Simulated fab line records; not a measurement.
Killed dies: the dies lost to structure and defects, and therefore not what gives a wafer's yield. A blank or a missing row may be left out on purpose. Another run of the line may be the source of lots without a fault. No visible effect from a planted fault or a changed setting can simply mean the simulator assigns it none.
Matching of chambers -- flow gf180mcu -- 3 sister chambers for GF_PASSIVATION_CVD_02 on pecvd-02
The step deposits Si3N4, target thk 700 nm, time 486.18 s. 3 wafers are shown with their chamber, then 12 later ones without.

## WAFERS PAIRED WITH THEIR CHAMBERS
wafer,chamber,heater power w (W)
L085.2,0,592
L087.4,1,715
L087.5,2,729

## WAFERS MISSING THEIR CHAMBER
wafer,heater power w (W)
L088.1,768
L088.3,655
L088.6,665
L092.1,624
L092.5,655
L092.6,660
L091.2,799
L091.4,660
L091.6,717
L094.2,680
L094.4,554
L094.5,767

## WHICH CHAMBER EACH ONE RAN IN
wafer,from the rows above,in truth
L088.1,can't be placed: 2 or 1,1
L088.3,can't be placed: 1 or 0 or 2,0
L088.6,can't be placed: 1 or 2 or 0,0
L092.1,can't be placed: 0 or 1 or 2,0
L092.5,can't be placed: 1 or 0 or 2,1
L092.6,can't be placed: 1 or 0 or 2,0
L091.2,can't be placed: 2 or 1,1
L091.4,can't be placed: 1 or 0 or 2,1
L091.6,can't be placed: 1 or 2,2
L094.2,can't be placed: 1 or 2 or 0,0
L094.4,0,0
L094.5,can't be placed: 2 or 1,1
Placed correctly: 1 of 12. Not placeable from these rows: 11 (in 11, the candidates include the true chamber). Number placed wrongly: 0.
How it was worked out, from the rows above alone: a wafer's distance from a chamber is the root of the sum, over the readings, of the square of ((its reading less the chamber's mean) divided by the reading's scatter). If the next closest chamber is less than 2 further off than the closest, the wafer can't be placed; otherwise it belongs to the closest. For every chamber, the mean is computed from those of its wafers that are shown. The scatter: with one shown wafer a chamber, the root of the mean of the squares of how far each hidden wafer lies from its nearest shown one.
